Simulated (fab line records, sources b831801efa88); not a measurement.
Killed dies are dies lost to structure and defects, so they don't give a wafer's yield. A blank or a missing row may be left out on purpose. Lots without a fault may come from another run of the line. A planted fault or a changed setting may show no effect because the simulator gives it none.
Which tool did it? | flow gf180mcu | 7 lots, 21 wafers sampled, at 2 steps of a route of 602

WHAT THE GAUGES READ, wafer by wafer
GF_STI_THK_MEAS_04.
lot  | measured    | on            | STI_CVD_03_THK (nm)
L832 | day 2 01:14 | film_metro-02 | 209.4 211.4 208.9
L835 | day 2 15:19 | film_metro-04 | 211.3 209.4 210.6
L838 | day 3 05:34 | film_metro-04 | 209.4 208.1 208.2
L840 | day 3 16:07 | film_metro-04 | 206.8 207.2 207.8
L843 | day 4 07:30 | film_metro-02 | 207.7 209.9 206.2
L847 | day 5 03:02 | film_metro-03 | 208.7 208.1 208.8
L853 | day 6 08:34 | film_metro-02 | 207.3 207.0 205.6

WHICH TOOL RAN EACH LOT (tool, then ch and the chambers of the sampled wafers, then the start)
lot  | GF_STI_CVD_03
L832 | lpcvd-01 ch 0, day 1 23:15
L835 | lpcvd-01 ch 0, day 2 13:19
L838 | lpcvd-02 ch 0, day 3 03:34
L840 | lpcvd-01 ch 1, day 3 14:08
L843 | lpcvd-02 ch 1, day 4 05:30
L847 | lpcvd-01 ch 0, day 5 01:02
L853 | lpcvd-01 ch 1, day 6 06:34
- GF_STI_CVD_03: deposits Si3N4 from DCS/NH3, target thk 207.16 nm, time 3551 s.

THE ANSWER, worked out from the rows above alone
Rule: what is usual is taken from the lots themselves. Put in order of their means at a reading, lots are off if they are a third of the lots or fewer, leave a main group of 4 or more, and stand apart from it by a gap of 3 or more times the standard deviation of the main group's means; of several such gaps the widest counts. A main group whose means are all the same, to the digits that the tables above print for the reading, isn't used. A lot without any number at a reading at which 4 lots or more have one is off too. The other lots that the step has rows for count as sound.
No lot is off at any reading shown: from this, nothing can be told.

WHAT THE SIMULATOR HAD PUT IN
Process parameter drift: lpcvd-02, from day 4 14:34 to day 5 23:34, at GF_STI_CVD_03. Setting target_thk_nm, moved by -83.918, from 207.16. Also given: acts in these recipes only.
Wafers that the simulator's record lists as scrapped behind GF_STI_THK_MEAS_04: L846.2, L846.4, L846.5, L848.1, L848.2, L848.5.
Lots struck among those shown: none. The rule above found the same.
